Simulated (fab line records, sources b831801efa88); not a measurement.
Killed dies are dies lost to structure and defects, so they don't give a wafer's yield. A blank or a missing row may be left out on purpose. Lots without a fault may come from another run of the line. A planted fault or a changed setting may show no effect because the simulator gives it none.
Which tool did it? | flow gf180mcu | 13 lots, 39 wafers sampled, at 5 steps of a route of 602

WHAT THE GAUGES READ, wafer by wafer
GF_CONTACT_OVL_MEAS_15.
lot  | measured     | on         | CONTACT_OVL (nm)
L926 | day 15 23:12 | overlay-02 | -9 -3 -4
L929 | day 17 02:46 | overlay-01 | -2 2 3
L932 | day 18 10:51 | overlay-01 | 19 14 15
L933 | day 18 23:49 | overlay-02 | -3 -7 4
L934 | day 19 00:00 | overlay-01 | -4 6 6
L935 | day 19 17:19 | overlay-02 | 11 9 8
L938 | day 20 13:14 | overlay-01 | -7 -3 -9
L941 | day 21 16:13 | overlay-01 | 5 0 3
L942 | day 22 08:10 | overlay-01 | 4 4 0
L943 | day 22 10:05 | overlay-02 | 2 1 5
L945 | day 23 02:25 | overlay-01 | 9 7 8
L948 | day 23 22:33 | overlay-01 | 2 3 3
L949 | day 24 05:07 | overlay-02 | -3 -5 -10

GF_CONTACT_RS_MEAS_25: measures by four-point-probe.
lot  | measured     | on            | CONTACT_W_RS (ohm/sq)
L926 | day 15 23:53 | film_metro-02 | 0.383 0.383 0.387
L929 | day 17 03:28 | film_metro-03 | 0.380 0.377 0.379
L932 | day 18 11:34 | film_metro-04 | 43.263 43.437 43.396
L933 | day 19 00:38 | film_metro-02 | 44.105 43.617 43.581
L934 | day 19 00:43 | film_metro-04 | 44.027 43.929 43.791
L935 | day 19 18:04 | film_metro-02 | 0.376 0.379 0.381
L938 | day 20 13:56 | film_metro-03 | 0.384 0.381 0.381
L941 | day 21 16:55 | film_metro-04 | 0.387 0.386 0.387
L942 | day 22 08:54 | film_metro-02 | 0.383 0.386 0.387
L943 | day 22 10:47 | film_metro-02 | 0.385 0.387 0.383
L945 | day 23 03:09 | film_metro-04 | 0.385 0.378 0.385
L948 | day 23 23:16 | film_metro-02 | 0.383 0.378 0.382
L949 | day 24 05:49 | film_metro-03 | 0.387 0.383 0.376

GF_CONTACT_THK_MEAS_26: measures by xrf.
lot  | measured     | on            | CONTACT_W_THK (nm)
L926 | day 16 00:01 | film_metro-02 | 301 297 294
L929 | day 17 03:35 | film_metro-03 | 301 302 302
L932 | day 18 11:41 | film_metro-04 | <0 <0 <0
L933 | day 19 00:44 | film_metro-02 | <0 <0 <0
L934 | day 19 00:49 | film_metro-04 | <0 <0 <0
L935 | day 19 18:11 | film_metro-02 | 305 303 302
L938 | day 20 14:04 | film_metro-03 | 298 302 299
L941 | day 21 17:02 | film_metro-04 | 295 296 294
L942 | day 22 08:59 | film_metro-02 | 297 295 294
L943 | day 22 10:55 | film_metro-02 | 295 296 297
L945 | day 23 03:15 | film_metro-04 | 296 299 297
L948 | day 23 23:23 | film_metro-02 | 298 303 299
L949 | day 24 05:56 | film_metro-03 | 297 298 304

GF_M1_THK_MEAS_06: measures by xrf.
lot  | measured     | on            | M1_ALCU_THK (nm)
L926 | day 16 00:43 | film_metro-01 | 446 446 443
L929 | day 17 04:17 | film_metro-02 | 458 451 452
L935 | day 19 18:53 | film_metro-04 | 453 453 457
L938 | day 20 14:46 | film_metro-02 | 445 449 447
L941 | day 21 17:44 | film_metro-02 | 447 454 448
L942 | day 22 09:43 | film_metro-01 | 433 437 435
L943 | day 22 11:37 | film_metro-02 | 456 454 455
L945 | day 23 03:57 | film_metro-04 | 450 451 455
L948 | day 24 00:05 | film_metro-01 | 452 451 448
L949 | day 24 06:38 | film_metro-01 | 446 439 446

WHICH TOOL RAN EACH LOT (tool, then ch and the chambers of the sampled wafers, then the start)
lot  | GF_CONTACT_CVD_24
L926 | cvd_w-02 ch 0,1, day 15 23:47
L929 | cvd_w-01 ch 0,1, day 17 03:22
L932 | cvd_w-01 ch 0,1, day 18 11:28
L933 | cvd_w-02 ch 0, day 19 00:28
L934 | cvd_w-01 ch 0, day 19 00:35
L935 | cvd_w-01 ch 0,1, day 19 17:57
L938 | cvd_w-01 ch 0,1, day 20 13:50
L941 | cvd_w-01 ch 0,1, day 21 16:49
L942 | cvd_w-02 ch 0,1, day 22 08:46
L943 | cvd_w-01 ch 0,1, day 22 10:41
L945 | cvd_w-02 ch 0,1, day 23 03:02
L948 | cvd_w-01 ch 0,1, day 23 23:09
L949 | cvd_w-02 ch 0,1, day 24 05:43
- GF_CONTACT_CVD_24: deposits W, target thk 300 nm, time 90.339 s.

WHAT THE TOOLS THEMSELVES READ (means of the sampled wafers that have a number; where no wafer has one, the mark that the record gives instead)
GF_CONTACT_CVD_24.
lot  | tool     | chamber_pressure_Torr (Torr) | heater_power_outer_w (W) | heater_power_w (W)
L926 | cvd_w-02 | 39.97                        | 609                      | 976
L929 | cvd_w-01 | 40.00                        | 562                      | 935
L932 | cvd_w-01 | -                            | -                        | -
L933 | cvd_w-02 | -                            | -                        | -
L934 | cvd_w-01 | -                            | -                        | -
L935 | cvd_w-01 | 40.02                        | 544                      | 921
L938 | cvd_w-01 | 39.99                        | 574                      | 942
L941 | cvd_w-01 | 39.97                        | 542                      | 928
L942 | cvd_w-02 | 39.96                        | 591                      | 992
L943 | cvd_w-01 | 40.04                        | 569                      | 937
L945 | cvd_w-02 | 40.07                        | 593                      | 982
L948 | cvd_w-01 | 40.07                        | 537                      | 902
L949 | cvd_w-02 | 40.03                        | 625                      | 1017

THE ANSWER, worked out from the rows above alone
Rule: what is usual is taken from the lots themselves. Put in order of their means at a reading, lots are off if they are a third of the lots or fewer, leave a main group of 4 or more, and stand apart from it by a gap of 3 or more times the standard deviation of the main group's means; of several such gaps the widest counts. A main group whose means are all the same, to the digits that the tables above print for the reading, isn't used. A lot without any number at a reading at which 4 lots or more have one is off too. The other lots that the step has rows for count as sound. The gauges are gone through in route order, then the tools' own readings, and for those a lot's mean is taken as printed above. The first step at which some lot is off is used, and at that step the reading that is off furthest; a lot without a number counts as furthest.
Off: L932, L933, L934, at GF_CONTACT_RS_MEAS_25 (CONTACT_W_RS). The main group: mean 0.383 ohm/sq, standard deviation 0.0026.
A tool fits if, at a process step before that reading, it ran every lot that is off, and no sound lot after the first of them. The gauges at GF_CONTACT_RS_MEAS_25 aren't tried: what is off there is off at GF_CONTACT_CVD_24 too, on other tools, and a gauge's error can't cause that. None of those tried fits.

WHAT THE SIMULATOR HAD PUT IN
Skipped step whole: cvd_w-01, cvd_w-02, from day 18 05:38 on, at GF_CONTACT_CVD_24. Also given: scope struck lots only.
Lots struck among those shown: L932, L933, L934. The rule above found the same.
